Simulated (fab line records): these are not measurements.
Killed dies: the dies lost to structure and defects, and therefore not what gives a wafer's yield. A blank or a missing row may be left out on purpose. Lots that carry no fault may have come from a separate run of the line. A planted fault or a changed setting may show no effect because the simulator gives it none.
fab line records    flow sky130
record: lots: 6  wafers: 18  last_day: 49
route steps=708 shown POLY_GATE@217 LDD_N@237 LDD_P@255 PAD_OPEN@708
lots with no fault: from the same line, run without faults
start_h: hours from the record's opening day to when the first of the lot's shown wafers began    wait_h: hours since the lot's step before    " unchanged from the row above    L1.1+2: a single row standing in for several wafers    - no value, or no start given    * or withheld: withheld    < > ~ a bound
route shown NAME@n: names a module that has steps shown in the file, with the first one's number in the route    usual: mean/standard deviation of fault-free wafers    same: alike in all rows    chamber/n: place in a boat    sites: the reading at each site    _std_site: the standard deviation of these    _edge_site: mean of outer sites minus mean of inner sites    radius_mm: how far each site lies from the wafer's centre    mask NAME#n: copy n    behind: tool/chamber where the wafer was last shaped    hold: what put the lot on hold/how long, in hours/how the hold closed    device: the transistor (n, p or np) that didn't switch    end of line: the route-end tests of the same wafers    for a step that has no rows: nothing shown but its recipe    killed: dies lost to structure and defects at the first sort, not the wafer's yield    map: a wafer's dies, marking killed ones x, the rest . and places with no die _
set.NAME: the setting that was run; set.NAME@STEP: the one run at that earlier step    model.NAME: the simulator's own value behind a step, which no gauge read
lots at some steps of the route; a table a step, a row a wafer
services: from which hour (start_h, from the record's first day; less than 0 if before it) a tool's chamber was out of use, for how many hours, and why
== steps ==
step: SKY_POLY_GATE_CVD_03
recipe: material: Si3N4  precursor: DCS/NH3  target_thk_nm: 75  temp_c: 770  time_s: 1290  pressure_mtorr: 250
step: SKY_POLY_GATE_THK_MEAS_04
recipe: reads: Si3N4_of_POLY_GATE_CVD_03
usual: POLY_GATE_CVD_03_THK: 75.2/0.55
lot.wafer  tool           chamber  start_h  wait_h  POLY_GATE_CVD_03_THK[nm]
L653.1     film_metro-02  -        360.91   0.0     75.3
L653.3     "              -        "        "       74.8
L653.4     "              -        "        "       75.1
L655.1     film_metro-02  -        377.78   0.0     75.4
L655.3     "              -        "        "       75.5
L655.4     "              -        "        "       75.6
L660.2     film_metro-04  -        423.39   0.0     75.7
L660.3     "              -        "        "       76.0
L660.5     "              -        "        "       75.7
L662.1     film_metro-02  -        439.73   0.0     75.0
L662.2     "              -        "        "       75.2
L662.5     "              -        "        "       74.9
L667.2     film_metro-04  -        483.04   0.0     74.6
L667.3     "              -        "        "       74.6
L667.6     "              -        "        "       74.6
L670.1     film_metro-04  -        505.36   0.0     75.7
L670.4     "              -        "        "       74.8
L670.5     "              -        "        "       74.7
step: SKY_POLY_GATE_DEHYDRATE_05
recipe: temp_c: 200  time_s: 60
step: SKY_POLY_GATE_HMDS_06
recipe: prime_time_s: 60  prime_temp_c: 120
step: SKY_POLY_GATE_COAT_07
recipe: resist: BARC  temp_c: withheld  time_s: withheld  spin_rpm: 3000  resist_thk_nm: 110
step: SKY_POLY_GATE_COAT_08
recipe: resist: KrF-thick  spin_rpm: 3000  resist_thk_nm: 450
step: SKY_POLY_GATE_SOFTBAKE_09
recipe: temp_c: 100  time_s: 90  resist: KrF-thick
step: SKY_POLY_GATE_EXPOSE_10
recipe: mask_id: P1M  na: 0.68  source_shape: conventional  sigma_outer: 0.6  target_cd_nm: 150  dose_mj: 28
step: SKY_POLY_GATE_PEB_11
recipe: peb_temp_c: withheld  peb_time_s: withheld  resist: KrF-thick
step: SKY_POLY_GATE_DEVELOP_12
recipe: develop_time_s: 60  resist: KrF-thick  dev_temp_c: 21
step: SKY_POLY_GATE_CD_MEAS_13
recipe: target_cd_nm: 150
usual: cd_nm: 150.0/1.5
lot.wafer  tool       chamber  start_h  wait_h  cd_nm
L653.1     cd_sem-01  -        390.00   -       150.0
L653.3     "          -        "        "       149.2
L653.4     "          -        "        "       148.0
L655.1     cd_sem-02  -        406.60   -       148.6
L655.3     "          -        "        "       151.1
L655.4     "          -        "        "       149.9
L660.2     cd_sem-02  -        454.63   -       152.4
L660.3     "          -        "        "       151.4
L660.5     "          -        "        "       151.3
L662.1     cd_sem-02  -        470.60   -       149.4
L662.2     "          -        "        "       149.4
L662.5     "          -        "        "       149.5
L667.2     cd_sem-01  -        513.86   -       150.6
L667.3     "          -        "        "       150.1
L667.6     "          -        "        "       150.0
L670.1     cd_sem-01  -        535.16   -       152.1
L670.4     "          -        "        "       152.1
L670.5     "          -        "        "       152.3
step: SKY_POLY_GATE_OVL_MEAS_14
usual: POLY_GATE_OVL: -5/5.1
lot.wafer  tool        chamber  start_h  wait_h  POLY_GATE_OVL[nm]
L653.1     overlay-02  -        390.12   0.1     -7
L653.3     "           -        "        "       -2
L653.4     "           -        "        "       -7
L655.1     overlay-02  -        406.72   0.1     -2
L655.3     "           -        "        "       -3
L655.4     "           -        "        "       -4
L660.2     overlay-01  -        454.74   0.1     6
L660.3     "           -        "        "       7
L660.5     "           -        "        "       4
L662.1     overlay-01  -        470.72   0.1     -5
L662.2     "           -        "        "       0
L662.5     "           -        "        "       -6
L667.2     overlay-02  -        513.97   0.1     -2
L667.3     "           -        "        "       -2
L667.6     "           -        "        "       -5
L670.1     overlay-01  -        535.28   0.1     -10
L670.4     "           -        "        "       -10
L670.5     "           -        "        "       -6
step: SKY_POLY_GATE_ETCH_15
recipe: chemistry: N2/H2  target: BARC  ion_energy_ev: 200  source_w: 500  bias_w: 100  pressure_mtorr: 30  n2_flow_sccm: 100  h2_flow_sccm: 200  stop_on: SiO2  time_s: 118.5  target_depth_a: 1100
usual: drypump_motor_current_A: 5.7/0.38  oes_product_au: 0.716/0.0047  throttle_valve_pct: 13.213/0.0094
same: time_s: 118.5
lot.wafer  tool         chamber  start_h  wait_h  drypump_motor_current_A  oes_product_au  rf_hours_counter_h  throttle_valve_pct
L653.1     rie_diel-02  0        390.15   0.0     5.5                      0.720           78                  13.214
L653.3     "            2        "        "       6.2                      0.721           26                  13.206
L653.4     "            1        "        "       6.0                      0.719           3                   13.197
L655.1     rie_diel-03  3        406.76   0.0     5.4                      0.716           5                   13.214
L655.3     "            1        "        "       5.5                      0.729           2                   13.209
L655.4     "            2        "        "       5.6                      0.714           91                  13.205
L660.2     rie_diel-03  3        454.77   0.0     5.3                      0.723           6                   13.205
L660.3     "            2        "        "       5.7                      0.701           92                  13.217
L660.5     "            0        "        "       6.0                      0.716           -                   13.207
L662.1     rie_diel-03  0        470.75   0.0     6.0                      0.717           5                   13.222
L662.2     "            2        "        "       5.6                      0.712           93                  13.201
L662.5     "            0        "        "       6.0                      0.719           -                   13.203
L667.2     rie_diel-02  3        514.00   0.0     5.7                      0.716           2                   13.214
L667.3     "            0        "        "       5.6                      0.708           81                  13.204
L667.6     "            0        "        "       5.6                      0.717           -                   13.194
L670.1     rie_diel-02  3        535.32   0.0     5.7                      0.711           3                   13.223
L670.4     "            1        "        "       6.0                      0.709           6                   13.223
L670.5     "            2        "        "       6.2                      0.715           -                   13.219
step: SKY_POLY_GATE_ETCH_16
recipe: stop_on: poly-Si  chemistry: CH3F/O2  target: Si3N4  source_w: 400  bias_w: 80  pressure_mtorr: 25  ch3f_flow_sccm: 40  O2_flow_sccm: 30  time_s: 147.5  target_depth_a: 750
usual: drypump_motor_current_A: 5.7/0.38  oes_product_au: 0.641/0.005  throttle_valve_pct: 10.535/0.0093
same: time_s: 147.5
lot.wafer  tool         chamber  start_h  wait_h  drypump_motor_current_A  oes_product_au  rf_hours_counter_h  throttle_valve_pct
L653.1     rie_diel-02  0        390.23   0.0     5.5                      0.638           78                  10.531
L653.3     "            2        "        "       6.2                      0.642           26                  10.545
L653.4     "            1        "        "       6.0                      0.640           3                   10.538
L655.1     rie_diel-03  3        406.84   0.0     5.4                      0.643           5                   10.542
L655.3     "            1        "        "       5.5                      0.641           2                   10.538
L655.4     "            2        "        "       5.6                      0.634           91                  10.543
L660.2     rie_diel-03  3        454.85   0.0     5.4                      0.647           6                   10.542
L660.3     "            2        "        "       5.6                      0.647           92                  10.544
L660.5     "            0        "        "       5.9                      0.643           -                   10.536
L662.1     rie_diel-03  0        470.83   0.0     6.0                      0.635           5                   10.525
L662.2     "            2        "        "       5.7                      0.633           93                  10.519
L662.5     "            0        "        "       6.0                      0.637           -                   10.533
L667.2     rie_diel-02  3        514.08   0.0     5.6                      0.636           2                   10.527
L667.3     "            0        "        "       5.5                      0.628           81                  10.538
L667.6     "            0        "        "       5.5                      0.638           -                   10.526
L670.1     rie_diel-02  3        535.40   0.0     5.6                      0.645           3                   10.526
L670.4     "            1        "        "       6.0                      0.632           6                   10.537
L670.5     "            2        "        "       6.1                      0.641           -                   10.521
step: SKY_POLY_GATE_ETCH_17
recipe: target_depth_nm: 180  stop_on: SiO2  over_etch_frac: 0.56667  chemistry: HBr/Cl2  target: poly-Si  icp_w: 400  bias_w: 96.11  pressure_mtorr: 10  HBr_flow_sccm: 150  Cl2_flow_sccm: 50  time_s: 70.5
usual: drypump_motor_current_A: 5.51/0.3  oes_product_au: 0.984/0.0061  throttle_valve_pct: 33.685/0.0088
same: time_s: 70.5
lot.wafer  tool       chamber  start_h  wait_h  drypump_motor_current_A  oes_product_au  rf_hours_counter_h  throttle_valve_pct
L653.1     rie_si-01  1        390.33   0.0     6.05                     0.987           2                   33.690
L653.3     "          0        "        "       5.93                     0.981           6                   33.691
L653.4     "          3        "        "       5.18                     0.991           5                   33.691
L655.1     rie_si-02  3        406.94   0.0     5.71                     0.994           2                   33.685
L655.3     "          0        "        "       5.41                     0.982           2                   33.685
L655.4     "          2        "        "       5.18                     0.994           -                   33.668
L660.2     rie_si-02  0        454.95   0.0     5.43                     0.990           2                   33.691
L660.3     "          1        "        "       5.28                     0.979           0                   33.691
L660.5     "          1        "        "       5.29                     0.987           -                   33.697
L662.1     rie_si-01  1        470.93   0.0     6.02                     0.976           3                   33.680
L662.2     "          0        "        "       5.89                     0.992           7                   33.692
L662.5     "          2        "        "       5.32                     0.987           -                   33.690
L667.2     rie_si-01  2        514.18   0.0     5.32                     0.977           1                   33.685
L667.3     "          0        "        "       5.88                     0.980           7                   33.670
L667.6     "          0        "        "       5.90                     0.986           -                   33.690
L670.1     rie_si-02  0        535.50   0.0     5.42                     0.985           3                   33.687
L670.4     "          1        "        "       5.33                     0.977           1                   33.683
L670.5     "          0        "        "       5.43                     0.984           -                   33.699
step: SKY_POLY_GATE_STRIP_18
recipe: chemistry: O2/N2  power_w: 1400  pressure_mtorr: 1500  platen_temp_c: withheld  o2_flow_sccm: 3000  n2_flow_sccm: 300  overash_fraction: 0.5
usual: drypump_motor_current_A: 5.7/0.57  oes_product_au: 0.360/0.0044  strip_time_to_endpoint_s: 3.165/0.028
lot.wafer  tool             chamber  start_h  wait_h  drypump_motor_current_A  oes_product_au  rf_hours_counter_h  strip_time_to_endpoint_s
L653.1     plasma_asher-04  1        390.39   0.0     5.4                      0.361           53                  3.168
L653.3     "                1        "        "       5.4                      0.364           -                   3.132
L653.4     "                0        "        "       6.3                      0.367           -                   3.133
L655.1     plasma_asher-04  1        406.99   0.0     5.5                      0.349           55                  3.165
L655.3     "                0        "        "       6.3                      0.354           -                   3.157
L655.4     "                1        "        "       5.4                      0.361           -                   3.156
L660.2     plasma_asher-03  0        455.00   0.0     5.7                      0.369           34                  3.197
L660.3     "                1        "        "       4.7                      0.359           -                   3.196
L660.5     "                1        "        "       4.6                      0.359           -                   3.173
L662.1     plasma_asher-03  0        470.99   0.0     5.7                      0.362           36                  3.153
L662.2     "                1        "        "       4.6                      0.355           36                  3.153
L662.5     "                0        "        "       5.8                      0.362           -                   3.155
L667.2     plasma_asher-02  0        514.24   0.0     6.2                      0.356           85                  3.105
L667.3     "                0        "        "       6.2                      0.366           -                   3.141
L667.6     "                1        "        "       5.8                      0.354           -                   3.129
L670.1     plasma_asher-04  1        535.55   0.0     5.5                      0.357           67                  3.171
L670.4     "                0        "        "       6.3                      0.360           -                   3.222
L670.5     "                0        "        "       6.3                      0.364           -                   3.141
step: SKY_POLY_GATE_CLEAN_19
recipe: chemistry: SC1/SC2  mix: 1:4:20  temp_c: 70  time_s: 150  dry: n2_spin
step: SKY_POLY_GATE_OXIDATION_20
recipe: temp_c: 850  ambient: O2  stabilise_s: 600  purge_s: 300  target_thk_a: 40  ox_time_s: 899
step: SKY_POLY_GATE_THK_MEAS_21
recipe: reads: SiO2_of_POLY_GATE_OXIDATION_20
usual: POLY_GATE_OXIDATION_THK: 3.98/0.089
lot.wafer  tool           chamber  start_h  wait_h  POLY_GATE_OXIDATION_THK[nm]
L653.1     film_metro-04  -        394.70   0.0     3.98
L653.3     "              -        "        "       4.02
L653.4     "              -        "        "       4.06
L655.1     film_metro-02  -        409.80   0.0     3.98
L655.3     "              -        "        "       3.95
L655.4     "              -        "        "       3.96
L660.2     film_metro-01  -        457.54   0.0     3.89
L660.3     "              -        "        "       3.92
L660.5     "              -        "        "       3.82
L662.1     film_metro-02  -        472.39   0.0     4.08
L662.2     "              -        "        "       4.03
L662.5     "              -        "        "       4.02
L667.2     film_metro-02  -        515.65   0.0     3.99
L667.3     "              -        "        "       3.93
L667.6     "              -        "        "       3.98
L670.1     film_metro-01  -        536.99   0.0     3.93
L670.4     "              -        "        "       4.01
L670.5     "              -        "        "       3.89
step: SKY_POLY_GATE_CD_MEAS_22
usual: cd_nm: 149.5/2
lot.wafer  tool       chamber  start_h  wait_h  cd_nm
L653.1     cd_sem-02  -        394.76   0.1     150.4
L653.3     "          -        "        "       150.5
L653.4     "          -        "        "       147.0
L655.1     cd_sem-02  -        409.88   0.1     148.6
L655.3     "          -        "        "       150.1
L655.4     "          -        "        "       150.2
L660.2     cd_sem-02  -        457.62   0.1     150.7
L660.3     "          -        "        "       150.8
L660.5     "          -        "        "       149.6
L662.1     cd_sem-02  -        472.45   0.1     148.9
L662.2     "          -        "        "       150.7
L662.5     "          -        "        "       149.7
L667.2     cd_sem-01  -        515.73   0.1     150.2
L667.3     "          -        "        "       150.6
L667.6     "          -        "        "       150.3
L670.1     cd_sem-01  -        537.05   0.1     149.2
L670.4     "          -        "        "       149.7
L670.5     "          -        "        "       149.9
step: SKY_LDD_N_DEHYDRATE_00
recipe: temp_c: 200  time_s: 60
step: SKY_LDD_N_HMDS_01
recipe: prime_time_s: 60  prime_temp_c: 120
step: SKY_LDD_N_COAT_02
recipe: resist: NOVOLAK  spin_rpm: 3000  resist_thk_nm: 300
step: SKY_LDD_N_SOFTBAKE_03
recipe: temp_c: 90  time_s: 60  resist: NOVOLAK
step: SKY_LDD_N_EXPOSE_04
recipe: mask_id: NTM  target_cd_nm: 840  na: 0.6  source_shape: conventional  sigma_outer: 0.6  dose_mj: 110
step: SKY_LDD_N_PEB_05
recipe: temp_c: withheld  time_s: *  resist: NOVOLAK
step: SKY_LDD_N_DEVELOP_06
recipe: develop_time_s: 60  dev_temp_c: 23
step: SKY_LDD_N_OVL_MEAS_07
usual: LDD_N_OVL: 0.4/1.1
lot.wafer  tool        chamber  start_h  wait_h  LDD_N_OVL[nm]
L653.1     overlay-01  -        423.95   0.1     -1.0
L653.3     "           -        "        "       -0.6
L653.4     "           -        "        "       -1.2
L655.1     overlay-01  -        440.51   0.1     2.1
L655.3     "           -        "        "       2.7
L655.4     "           -        "        "       1.5
L660.2     overlay-01  -        487.77   0.1     -0.5
L660.3     "           -        "        "       -1.7
L660.5     "           -        "        "       -1.3
L662.1     overlay-01  -        502.91   0.1     -0.3
L662.2     "           -        "        "       0.0
L662.5     "           -        "        "       1.0
L667.2     overlay-02  -        545.35   0.1     0.2
L667.3     "           -        "        "       1.6
L667.6     "           -        "        "       0.7
L670.1     overlay-01  -        566.71   0.1     1.0
L670.4     "           -        "        "       1.1
L670.5     "           -        "        "       1.6
step: SKY_LDD_N_IMPLANT_08
recipe: species: As  energy_kev: 20  dose_cm2: 7.5e+13  tilt_deg: withheld  rotation_deg: 23
step: SKY_LDD_N_IMPLANT_09
recipe: species: As  energy_kev: 20  dose_cm2: 7.5e+13  tilt_deg: withheld  rotation_deg: 113
step: SKY_LDD_N_IMPLANT_10
recipe: species: As  energy_kev: 20  dose_cm2: 7.5e+13  tilt_deg: withheld  rotation_deg: 203
step: SKY_LDD_N_IMPLANT_11
recipe: species: As  energy_kev: 20  dose_cm2: 7.5e+13  tilt_deg: withheld  rotation_deg: 293
step: SKY_LDD_N_IMPLANT_12
recipe: species: BF2  energy_kev: 50  dose_cm2: 5e+12  tilt_deg: 30  rotation_deg: 0
step: SKY_LDD_N_IMPLANT_13
recipe: species: BF2  energy_kev: 50  dose_cm2: 5e+12  tilt_deg: 30  rotation_deg: 90
step: SKY_LDD_N_IMPLANT_14
recipe: species: BF2  energy_kev: 50  dose_cm2: 5e+12  tilt_deg: 30  rotation_deg: 180
step: SKY_LDD_N_IMPLANT_15
recipe: species: BF2  energy_kev: 50  dose_cm2: 5e+12  tilt_deg: 30  rotation_deg: 270
step: SKY_LDD_N_STRIP_16
recipe: chemistry: O2/N2  power_w: 1400  pressure_mtorr: 1500  platen_temp_c: withheld  o2_flow_sccm: 3000  n2_flow_sccm: 300  overash_fraction: 0.5
usual: drypump_motor_current_A: 5.7/0.46  oes_product_au: 0.406/0.0041  strip_time_to_endpoint_s: 4.305/0.014
lot.wafer  tool             chamber  start_h  wait_h  drypump_motor_current_A  oes_product_au  rf_hours_counter_h  strip_time_to_endpoint_s
L653.1     plasma_asher-02  1        425.19   0.1     5.8                      0.411           75                  4.321
L653.3     "                1        "        "       5.8                      0.407           -                   4.318
L653.4     "                0        "        "       6.2                      0.407           -                   4.342
L655.1     plasma_asher-04  0        441.75   0.1     6.3                      0.409           58                  4.330
L655.3     "                1        "        "       5.5                      0.410           -                   4.295
L655.4     "                0        "        "       6.3                      0.408           -                   4.331
L660.2     plasma_asher-01  0        489.00   0.1     4.9                      0.403           5                   4.304
L660.3     "                0        "        "       4.9                      0.409           -                   4.286
L660.5     "                0        "        "       5.0                      0.397           -                   4.297
L662.1     plasma_asher-02  0        504.15   0.1     6.2                      0.395           84                  4.292
L662.2     "                1        "        "       5.8                      0.404           84                  4.279
L662.5     "                1        "        "       5.8                      0.411           -                   4.294
L667.2     plasma_asher-02  1        546.58   0.1     5.8                      0.408           88                  4.328
L667.3     "                1        "        "       5.8                      0.408           -                   4.313
L667.6     "                0        "        "       6.2                      0.403           -                   4.312
L670.1     plasma_asher-04  0        567.95   0.1     6.3                      0.409           70                  4.323
L670.4     "                1        "        "       5.5                      0.408           -                   4.321
L670.5     "                0        "        "       6.3                      0.408           -                   4.328
step: SKY_LDD_N_TW_MEAS_17
usual: LDD_N_TW: 2598/27
lot.wafer  tool           chamber  start_h  wait_h  LDD_N_TW
L653.1     film_metro-04  -        425.29   0.1     2593
L653.3     "              -        "        "       2592
L653.4     "              -        "        "       2587
L655.1     film_metro-04  -        441.85   0.1     2618
L655.3     "              -        "        "       2608
L655.4     "              -        "        "       2607
L660.2     film_metro-02  -        489.11   0.1     2640
L660.3     "              -        "        "       2643
L660.5     "              -        "        "       2639
L662.1     film_metro-03  -        504.25   0.1     2575
L662.2     "              -        "        "       2564
L662.5     "              -        "        "       2587
L667.2     film_metro-03  -        546.69   0.1     2578
L667.3     "              -        "        "       2585
L667.6     "              -        "        "       2584
L670.1     film_metro-03  -        568.05   0.1     2580
L670.4     "              -        "        "       2566
L670.5     "              -        "        "       2556
step: SKY_LDD_P_DEHYDRATE_00
recipe: temp_c: 200  time_s: 60
step: SKY_LDD_P_HMDS_01
recipe: prime_time_s: 60  prime_temp_c: 120
step: SKY_LDD_P_COAT_02
recipe: resist: NOVOLAK  spin_rpm: 3000  resist_thk_nm: 1159
step: SKY_LDD_P_SOFTBAKE_03
recipe: temp_c: 90  time_s: 60  resist: NOVOLAK
step: SKY_PAD_OPEN_PROBE_99
usual: killed_at_M0_to_M3: 43/6.9  killed_at_M4_up: 3.2/2  killed_at_contacts: 25/5.1  killed_at_front_end: 15/4.5  killed_at_other: 0.2/0.51  killed_dies: 85/9.5  killed_open: 48/6.9  killed_short: 38/6.7
same: gross_dies: 492  killed_at_back_side: 0
lot.wafer  tool       chamber  start_h  wait_h  killed_at_M0_to_M3  killed_at_M4_up  killed_at_contacts  killed_at_front_end  killed_at_other  killed_dies  killed_open  killed_short
L653.1     prober-02  -        1087.82  0.1     33                  1                18                  10                   0                62           38           24
L653.3     prober-02  -        1087.92  0.2     30                  4                22                  17                   0                73           42           31
L653.4     prober-02  -        1087.97  0.2     44                  2                27                  14                   0                87           42           45
L655.1     prober-02  -        1100.28  0.1     44                  1                24                  11                   0                80           52           28
L655.3     prober-02  -        1100.38  0.2     40                  5                19                  6                    0                70           37           33
L655.4     prober-02  -        1100.43  0.2     45                  2                15                  17                   1                80           45           35
L660.2     prober-01  -        1129.71  0.1     38                  4                29                  18                   0                89           47           42
L660.3     prober-01  -        1129.76  0.2     35                  3                31                  57                   0                126          39           40
L660.5     prober-01  -        1129.86  0.2     32                  2                28                  20                   0                82           43           39
L662.1     prober-01  -        1139.34  0.1     50                  3                29                  20                   0                102          62           40
L662.2     prober-01  -        1139.39  0.1     42                  9                17                  66                   0                134          44           46
L662.5     prober-01  -        1139.54  0.2     60                  4                33                  22                   0                119          71           48
L667.2     prober-02  -        1165.52  0.1     39                  1                36                  15                   0                91           51           40
L667.3     prober-02  -        1165.57  0.2     46                  2                27                  18                   0                93           54           39
L667.6     prober-02  -        1165.72  0.2     52                  5                26                  17                   0                100          58           42
L670.1     prober-01  -        1177.96  0.1     44                  6                23                  10                   0                83           36           47
L670.4     prober-01  -        1178.11  0.2     33                  5                24                  9                    0                71           34           37
L670.5     prober-01  -        1178.16  0.2     46                  8                27                  12                   0                93           51           42
killed by level:class
L653.1 CONTACT:geometric_particle:open=9 VIA2:geometric_particle:open=9 FIELD_ISO:geometric_particle:open=4 METAL1:geometric_particle:short=4 VIA1:geometric_particle:open=4 METAL2:geometric_particle:open=4 VIA3:geometric_particle:open=4 LI_CONTACT:geometric_particle:short=3
L653.3 CONTACT:geometric_particle:open=11 VIA3:geometric_particle:open=9 VIA2:geometric_particle:open=6 FIELD_ISO:geometric_particle:short=5 VIA1:geometric_particle:open=5 POLY_GATE:geometric_particle:short=4 LI_CONTACT:geometric_particle:short=3 LI_CONTACT:geometric_particle:open=3
L653.4 CONTACT:geometric_particle:open=9 METAL1:geometric_particle:short=9 VIA1:geometric_particle:open=7 VIA3:geometric_particle:open=6 VIA2:geometric_particle:open=6 FIELD_ISO:geometric_particle:short=5 POLY_GATE:geometric_particle:short=5 LI_CONTACT:geometric_particle:open=5
L655.1 VIA1:geometric_particle:open=11 VIA3:geometric_particle:open=11 LI_CONTACT:geometric_particle:open=9 METAL1:geometric_particle:short=7 CONTACT:geometric_particle:open=6 FIELD_ISO:geometric_particle:open=5 VIA2:geometric_particle:open=5 VIA1:geometric_particle:short=5
L655.3 METAL2:geometric_particle:short=7 VIA3:geometric_particle:open=7 CONTACT:geometric_particle:short=6 VIA1:geometric_particle:open=6 VIA2:geometric_particle:open=6 LI_CONTACT:geometric_particle:open=5 METAL1:geometric_particle:short=5 CONTACT:geometric_particle:open=4
L655.4 VIA1:geometric_particle:open=10 FIELD_ISO:geometric_particle:open=8 LI_CONTACT:geometric_particle:open=8 VIA3:geometric_particle:open=8 VIA1:geometric_particle:short=7 METAL2:geometric_particle:short=6 FIELD_ISO:geometric_particle:short=4 METAL1:geometric_particle:short=4
L660.2 CONTACT:geometric_particle:open=10 METAL1:geometric_particle:short=9 VIA1:geometric_particle:open=9 LI_CONTACT:geometric_particle:open=8 POLY_GATE:geometric_particle:short=5 CONTACT:geometric_particle:short=5 FIELD_ISO:geometric_particle:open=4 POLY_GATE:geometric_particle:open=4
L660.3 POLY_GATE:unspecified=47 CONTACT:geometric_particle:short=10 CONTACT:geometric_particle:open=9 VIA2:geometric_particle:open=7 VIA1:geometric_particle:open=7 VIA3:geometric_particle:open=6 LI_CONTACT:geometric_particle:open=5 METAL1:geometric_particle:short=5
L660.5 CONTACT:geometric_particle:open=9 LI_CONTACT:geometric_particle:open=8 VIA1:geometric_particle:open=7 FIELD_ISO:geometric_particle:short=4 FIELD_ISO:geometric_particle:open=4 LOCAL_INTERCONNECT:geometric_particle:short=4 METAL2:geometric_particle:short=4 VIA3:geometric_particle:short=4
L662.1 VIA1:geometric_particle:open=15 LI_CONTACT:geometric_particle:open=10 CONTACT:geometric_particle:open=8 METAL2:geometric_particle:short=8 VIA2:geometric_particle:open=8 FIELD_ISO:geometric_particle:open=6 POLY_GATE:geometric_particle:short=6 LOCAL_INTERCONNECT:geometric_particle:short=5
L662.2 POLY_GATE:unspecified=44 VIA2:geometric_particle:open=8 METAL2:geometric_particle:short=8 VIA1:geometric_particle:open=8 FIELD_ISO:geometric_particle:short=7 POLY_GATE:geometric_particle:open=7 METAL4:geometric_particle:short=7 CONTACT:geometric_particle:open=6
L662.5 CONTACT:geometric_particle:open=15 VIA1:geometric_particle:open=13 VIA2:geometric_particle:open=11 LI_CONTACT:geometric_particle:open=7 VIA1:geometric_particle:short=7 VIA3:geometric_particle:short=7 FIELD_ISO:geometric_particle:open=6 METAL3:geometric_particle:short=6
L667.2 VIA1:geometric_particle:open=10 LI_CONTACT:geometric_particle:open=9 LOCAL_INTERCONNECT:geometric_particle:short=9 CONTACT:geometric_particle:open=8 FIELD_ISO:geometric_particle:open=5 LI_CONTACT:geometric_particle:short=5 VIA2:geometric_particle:open=5 METAL1:geometric_particle:short=4
L667.3 VIA1:geometric_particle:open=13 FIELD_ISO:geometric_particle:open=10 CONTACT:geometric_particle:open=7 LI_CONTACT:geometric_particle:open=7 CONTACT:geometric_particle:short=7 VIA1:geometric_particle:short=5 METAL2:geometric_particle:short=5 VIA3:geometric_particle:open=5
L667.6 VIA1:geometric_particle:open=16 CONTACT:geometric_particle:open=10 POLY_GATE:geometric_particle:open=7 LI_CONTACT:geometric_particle:open=7 METAL2:geometric_particle:short=7 METAL1:geometric_particle:short=6 VIA1:geometric_particle:short=6 VIA3:geometric_particle:open=5
L670.1 CONTACT:geometric_particle:short=8 METAL1:geometric_particle:short=8 METAL2:geometric_particle:short=7 VIA3:geometric_particle:open=7 VIA1:geometric_particle:open=6 VIA2:geometric_particle:open=6 LOCAL_INTERCONNECT:geometric_particle:short=5 POLY_GATE:geometric_particle:short=4
L670.4 CONTACT:geometric_particle:short=7 CONTACT:geometric_particle:open=7 VIA3:geometric_particle:open=6 METAL2:geometric_particle:short=5 LI_CONTACT:geometric_particle:open=4 METAL1:geometric_particle:short=4 VIA1:geometric_particle:open=4 VIA2:geometric_particle:open=4
L670.5 CONTACT:geometric_particle:open=14 VIA1:geometric_particle:open=11 VIA2:geometric_particle:open=8 VIA3:geometric_particle:open=6 METAL4:geometric_particle:short=6 POLY_GATE:geometric_particle:short=5 LI_CONTACT:geometric_particle:open=5 METAL2:geometric_particle:short=5
map L660.3 (x killed, . not)
__________..x..x...._________
________xxxxxx.x.x..x._______
______.xxxxxxxxxxx...xxx_____
_____..x.x.xxxxxxx.xx....____
____x...x.xxxxxxxxx.......___
___.x....x..xxxxxxx..xx..x.__
__...x..x...xxxx..x......x.._
_..x.x..xxxx.xxx.xx..x.x.....
_.....x..x.....x.............
_...x......x....xx...........
_...x..x........x.......xx...
_x.xx......x...x.............
_............x.......xx.....x
_........................xx..
_..x.x....x.......x.x........
__.....x..x..x.............._
___x...................x...__
____.........xx.x.........___
_____..x....x.....x...x..____
______x.....x.....x...x._____
________....x........._______
__________.....x...._________
map L662.2 (x killed, . not)
__________..xx..x..._________
________...x.xxx...x.._______
______....xxxxxxx...xx.._____
_____....xxx.xxxxx.......____
____...xxxxxxxxxxxx.......___
___.....x.xxxxxxxx......x..__
__.......x.xxxxx.x...x......_
_...x...x.x...xxx....x.x.....
_.............x...x..x......x
_.x.........................x
_...x.xx......x.....x........
_...........x...x.........x..
_x......x....x..xx...x..xx.x.
_.......x.x..x..x..x...x.xx..
_.x...x..x....x..x.x...x...x.
__.......xx.x.x..x.........._
___.....xxx...xx....x...x.x__
____xx.x..xx....x.xx......___
_____x....x..............____
______....x..xxx........_____
________.x..x.x......._______
__________x..x......_________
== services ==
tool             chamber  start_h  hours  kind
plasma_asher-02  -        367.86   12.4   repair
rie_diel-02      1        375.96   4.3    repair
rie_diel-03      2        392.90   2.6    repair
rie_diel-02      3        395.84   -      clean
rie_diel-02      3        395.84   18.9   scheduled_down
rie_diel-02      3        395.84   18.9   vent_cycle
rie_si-01        3        401.31   3.9    repair
rie_si-02        1        404.94   6.8    repair
plasma_asher-04  -        407.49   2.8    pm
rie_si-01        0        408.68   4.7    repair
rie_diel-03      0        412.91   2.7    repair
plasma_asher-01  -        421.25   9.0    pm
rie_si-02        0        455.54   5.2    repair
rie_si-02        -        460.74   36.7   repair
plasma_asher-03  -        463.79   1.7    repair
plasma_asher-03  -        471.92   1.0    repair
rie_diel-03      2        483.75   -      clean
rie_diel-03      2        483.75   23.7   scheduled_down
plasma_asher-04  -        490.14   3.5    repair
plasma_asher-03  -        496.46   1.6    repair
rie_si-01        -        515.01   2.8    pm
plasma_asher-01  -        518.74   0.4    repair
rie_si-02        -        525.63   0.9    repair
rie_diel-03      -        527.46   0.9    repair
== key ==
first_sign: step: SKY_PAD_OPEN_PROBE_99  reading: killed_at_front_end  direction: up  sigmas: 10  usual: 15  struck: 62
effect: step: SKY_PAD_OPEN_PROBE_99  reading: killed_dies  direction: up  sigmas: 4.7  usual: 85  struck: 130
met_at SKY_POLY_GATE_ETCH_15
struck_wafers L660.3,L662.2
tester_left_out L660,L662
onset_between 406.76 454.77
fault: kind: chamber_particle_source  tool: rie_diel-03  chamber: 2  onset_h: 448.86  steps: SKY_POLY_GATE_ETCH_15  rate_per_visit_cm2: 0.48768  end_h: 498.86
tester_left_out: of these lots the tester's yield and bins aren't shown, on N5 and GAA mostly nor the transistor test; their killed dies are dies lost to structure and defects alone, not to doping, threshold or leakage, so they don't give the yield
